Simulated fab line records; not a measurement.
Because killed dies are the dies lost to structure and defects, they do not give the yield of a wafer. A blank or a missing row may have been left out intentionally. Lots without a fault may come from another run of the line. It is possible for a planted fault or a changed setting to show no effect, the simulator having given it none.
A single fault, viewed from 2 desks + flow sky130 + only its own numbers are on each desk; what lay behind them is given at the end

## THE TOOL OWNER'S DESK: pvd_sputter-03
The tool's own readings at SKY_METAL3_SPUTTER_01 (material TiN, target thk 20 nm, time 16.7 s): means of the sampled wafers that have a number, for each lot that ran on this tool. Any lot whose mean is over 4 standard deviations away from the usual mean is out of limits and marked OUT; that distance is given in the brackets.
Columns: A = cathode_dc_power_W at SKY_METAL3_SPUTTER_01, usual 6500.0 W; B = chamber_pressure_pa at SKY_METAL3_SPUTTER_01, usual 0.3999 Pa; C = throttle_valve_pct at SKY_METAL3_SPUTTER_01, usual 31.0 %
| lot  | first seen here | A      | B      | C    |
|------|-----------------|--------|--------|------|
| L433 | day 39 04:19    | 6501.3 | 0.4007 | 31.2 |
| L447 | day 43 06:11    | 6499.8 | 0.3998 | 31.3 |
| L448 | day 43 07:59    | 6500.3 | 0.4003 | 30.1 |
This desk's verdict: no lot among the 3 shows anything out of limits.

## METROLOGY DESK
Lot by lot, what the gauges showed, no matter which tool ran the lot: averages of those sampled wafers that carry a number. Any lot whose mean is over 4 standard deviations away from the usual mean is out of limits and marked OUT; that distance is given in the brackets.
Columns: A = VIA2_W_RS at SKY_VIA2_RS_MEAS_22, usual 0.271 ohm/sq; B = VIA2_W_THK at SKY_VIA2_THK_MEAS_23, usual 432 nm
| lot  | first seen here | A     | B   |
|------|-----------------|-------|-----|
| L433 | day 39 01:23    | 0.268 | 447 |
| L434 | day 39 04:01    | 0.273 | 422 |
| L439 | day 41 22:19    | 0.275 | 424 |
| L443 | day 42 05:09    | 0.267 | 433 |
| L447 | day 43 05:45    | 0.274 | 426 |
| L448 | day 43 07:29    | 0.269 | 438 |
This desk's verdict: no lot among the 6 shows anything out of limits.

## TAKEN TOGETHER
The desk of the tool owner found nothing out of limits.
The metrology desk saw nothing out of limits.

## WHAT WAS PUT IN BY THE SIMULATOR
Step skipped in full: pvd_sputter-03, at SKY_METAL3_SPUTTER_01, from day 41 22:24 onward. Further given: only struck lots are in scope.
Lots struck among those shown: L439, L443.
